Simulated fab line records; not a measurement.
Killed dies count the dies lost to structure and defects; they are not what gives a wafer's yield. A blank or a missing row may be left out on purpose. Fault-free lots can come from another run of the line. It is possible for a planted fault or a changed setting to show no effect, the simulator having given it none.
Which tool did it?    flow sky130    12 lots, 35 wafers sampled, at 3 steps of a route of 708

== WHAT EACH GAUGE READ, for each wafer ==
SKY_VIA2_CD_MEAS_12: the cd target is 200 nm.
lot   measured      on        cdNm (nm)
L797  day 36 11:54  cdSem-02  198.4 198.8 198.6
L798  day 36 19:28  cdSem-02  197.5 198.1 198.6
L799  day 37 18:06  cdSem-01  198.6 199.1 199.0
L800  day 37 19:50  cdSem-01  201.3 201.1 202.3
L802  day 38 05:25  cdSem-02  202.1 201.4 201.7
L803  day 38 11:58  cdSem-02  199.1 200.1 198.7
L805  day 39 03:39  cdSem-02  198.2 197.5 198.2
L806  day 39 08:35  cdSem-02  201.3 200.7 200.9
L814  day 42 01:39  cdSem-02  189.4 201.3 190.6
L815  day 42 08:17  cdSem-01  199.0 188.0
L817  day 42 16:42  cdSem-01  199.6 200.0 200.4
L819  day 43 04:29  cdSem-01  199.3 200.1 201.4

== WHAT TOOL EACH LOT RAN ON (gives the tool, then ch and the chambers of the sampled wafers, and finally the start) ==
lot   SKY_VIA1_CMP_24                SKY_VIA2_DEVELOP_11
L797  cmp-02 ch 1,3, day 34 05:17    lithoTrack-02 ch 0, day 36 11:00
L798  cmp-01 ch 0,1,3, day 34 14:11  lithoTrack-01 ch 0, day 36 19:00
L799  cmp-02 ch 0,3, day 35 12:26    lithoTrack-03 ch 0, day 37 17:00
L800  cmp-02 ch 0,1,3, day 35 14:23  lithoTrack-01 ch 0, day 37 19:00
L802  cmp-02 ch 2,3, day 35 23:09    lithoTrack-02 ch 0, day 38 05:00
L803  cmp-02 ch 0,1,2, day 36 06:26  lithoTrack-01 ch 0, day 38 11:00
L805  cmp-02 ch 1,2,3, day 36 22:36  lithoTrack-02 ch 0, day 39 03:00
L806  cmp-02 ch 1,2,3, day 37 04:05  lithoTrack-02 ch 0, day 39 08:00
L814  cmp-01 ch 0,1,3, day 39 22:59  lithoTrack-02 ch 0, day 42 01:00
L815  cmp-01 ch 1,3, day 40 05:38    lithoTrack-02 ch 0, day 42 08:00
L817  cmp-02 ch 2,3, day 40 14:02    lithoTrack-03 ch 0, day 42 16:00
L819  cmp-01 ch 0,1, day 41 02:05    lithoTrack-01 ch 0, day 43 04:00
- SKY_VIA1_CMP_24: polishes, stops on SiO2, t overpolish 15 s, target thk 0 nm.
- SKY_VIA2_DEVELOP_11: develop time 60 s.

== AS READ BY THE TOOLS THEMSELVES (means over the sampled wafers that have a number; for cases with no such wafer, the mark the record gives instead) ==
SKY_VIA1_CMP_24.
lot   tool    motorCurrentA (A)  overpolishRunS (s)  slurryFilterDpKPa (kPa)  timeToEndpointS (s)
L797  cmp-02  10.7               15.016              13.45                    65.2
L798  cmp-01  10.5               15.012              13.63                    68.1
L799  cmp-02  9.6                15.003              13.32                    64.7
L800  cmp-02  10.3               15.000              13.56                    65.3
L802  cmp-02  9.7                15.007              13.60                    65.9
L803  cmp-02  9.9                15.002              13.49                    67.0
L805  cmp-02  10.1               15.008              13.45                    65.5
L806  cmp-02  10.0               15.001              13.53                    67.2
L814  cmp-01  10.4               14.988              13.61                    62.6
L815  cmp-01  10.9               14.998              13.45                    64.9
L817  cmp-02  9.7                15.004              13.48                    67.6
L819  cmp-01  10.4               14.999              13.44                    65.5

== THE ANSWER, worked out from the rows above alone ==
Rule: the lots themselves supply what counts as usual. Put in order of their means at a reading, lots are off if they are a third of the lots or fewer, leave a main group of 4 or more, and stand apart from it by a gap of 3 or more times the standard deviation of the main group's means; of several such gaps the widest counts. The tables above print the reading to a certain number of digits; a main group whose means all agree to those digits is not used. A lot without any number at a reading at which 4 lots or more have one is off too. Where the step has rows for the other lots, those lots are counted as sound. Order of review: gauges by route order, followed by the tools' own readings, for which a lot's mean as printed above is used. At the first step where some lot is off, the reading lying furthest off is the one used; lots without a number count as furthest.
Off: L814, L815, at SKY_VIA2_CD_MEAS_12 (cdNm). For the main group the mean is 199.7 nm and the standard deviation 1.3.
If a tool, at a process step before that reading, ran all the lots that are off and no sound lot after the first of them, it fits. Gauges at SKY_VIA2_CD_MEAS_12: tried the same way as those tools. One candidate fits, namely lithoTrack-02 at SKY_VIA2_DEVELOP_11. A fault onset in the window from L806 (day 39 08:00, its last sound lot) to L814 (day 42 01:00, its first lot off) fits.

== WHAT THE SIMULATOR HAD INSERTED ==
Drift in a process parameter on lithoTrack-02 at SKY_VIA2_DEVELOP_11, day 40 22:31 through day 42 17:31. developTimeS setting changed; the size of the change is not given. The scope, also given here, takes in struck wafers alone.
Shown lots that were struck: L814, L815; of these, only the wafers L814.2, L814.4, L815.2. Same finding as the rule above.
